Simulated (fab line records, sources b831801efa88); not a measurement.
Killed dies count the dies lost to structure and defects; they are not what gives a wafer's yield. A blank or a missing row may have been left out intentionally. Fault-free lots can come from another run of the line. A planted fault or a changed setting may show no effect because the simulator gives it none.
A lot that was struck, set against a sound lot -- flow sky130 -- 15 steps out of a route of 708
Sound: the wafers L716.1, L716.4, L716.6. Wafers struck: L730.1, L730.2, L730.6. At the end, the cause is stated.
At each step with rows: each side's tool, then ch and its chambers, then its first start. Under that, the readings that differ: sound wafers -- struck wafers -- difference of the means -- sigmas: that difference in standard deviations of wafers without a fault.
alike: a reading whose means differ by less than 2 such deviations, as well as words and numbers matching on both sides. not compared: withheld readings; readings where some wafer has no value; bounds like >300 that might hide an equal value; numbers whose values overlap and for which the record gives no deviation.
Wherever a step has rows on one side only, a row that says differs or no value, or a row with sigmas, the two part there. Numbers that have no deviation but don't overlap get no sigmas and don't part them. Lack of a reading on every wafer of one side parts them only where that side has two or more wafers.

SKY_LI_CONTACT_CD_MEAS_12: target cd 170 nm.
  struck on cd-sem-02, day 35 07:36; sound on cd-sem-01, day 31 00:15
  alike: cd-nm
SKY_LI_CONTACT_OVL_MEAS_13:
  struck on overlay-01, day 35 07:43; sound on overlay-02, day 31 00:22
  alike: LI_CONTACT_OVL
SKY_LI_CONTACT_ETCH_14: etches BARC in N2/H2, stops on SiO2, time 45.9 s, target depth 60 nm.
  sound on rie-diel-02 ch 0,2, day 31 00:24; struck on rie-diel-01 ch 2,3, day 35 07:45
  alike: drypump-motor-current-A, oes-product-au, throttle-valve-pct
  not compared: rf-hours-counter-h
SKY_LI_CONTACT_ETCH_15: etches PSG in C4F8/O2/Ar, stops on Si, target depth 600 nm.
  sound on rie-diel-02 ch 0,2, day 31 00:27; struck on rie-diel-01 ch 2,3, day 35 07:48
  alike: oes-product-au
SKY_LI_CONTACT_STRIP_16: strips in O2/N2.
  sound on plasma-asher-02 ch 0,1, day 31 00:32; struck on plasma-asher-03 ch 0,1, day 35 07:53
  alike: drypump-motor-current-A, oes-product-au, strip-time-to-endpoint-s
  not compared: rf-hours-counter-h
then, 2 steps without rows for these wafers: SKY_LI_CONTACT_CLEAN_17 (cleans in NMP, time 600 s); SKY_LI_CONTACT_PRE_CLEAN_18 (time 5.6 s).
SKY_LI_CONTACT_SPUTTER_19: material Ti, target thk 20 nm, time 106.37 s.
  struck on pvd-sputter-02, day 35 08:11; sound on pvd-sputter-01, day 31 00:50
  alike: throttle-valve-pct
then, 2 steps without rows for these wafers: SKY_LI_CONTACT_SPUTTER_20 (material TiN, target thk 20 nm, time 80 s); SKY_LI_CONTACT_CVD_21 (deposits W, target thk 400 nm, time 120.56 s).
SKY_LI_CONTACT_RS_MEAS_22: measures by four-point-probe.
  struck on film-metro-01, day 35 08:27; sound on film-metro-04, day 31 01:05
  alike: LI_CONTACT_W_RS
SKY_LI_CONTACT_THK_MEAS_23: measures by xrf.
  struck on film-metro-01, day 35 08:34; sound on film-metro-04, day 31 01:13
  alike: LI_CONTACT_W_THK
SKY_LI_CONTACT_CMP_24: polishes, stops on PSG, t overpolish 20 s, target thk 0 nm.
  sound on cmp-02 ch 0,2,3, day 31 01:19; struck on cmp-02 ch 0,2, day 35 08:38
reading,sound,struck,difference,sigmas
platen-rpm (rpm),60.02 59.97 59.98,66.01 65.98 66.03,+6.02,+99 or more
time-to-endpoint-s (s),101 99 96,85 89 85,-12,-3
  alike: edge-zone-pressure-frac, motor-current-A, overpolish-run-s
SKY_LOCAL_INTERCONNECT_SPUTTER_00: material TiN, target thk 100 nm, time 83.3 s.
  struck on pvd-sputter-01, day 35 08:56; sound on pvd-sputter-04, day 31 01:34
  alike: throttle-valve-pct
SKY_PAD_OPEN_PROBE_99:
  the record holds rows for the sound wafers here (prober-01, day 47 05:52) but none for the struck ones

== WHERE THEY PART ==
First at SKY_LI_CONTACT_CMP_24; last, within this record, at SKY_PAD_OPEN_PROBE_99.

WHY: what the simulator had put in
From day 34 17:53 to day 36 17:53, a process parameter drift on cmp-02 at SKY_LI_CONTACT_CMP_24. The setting platen-rpm was moved by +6, starting from 60. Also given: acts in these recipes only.
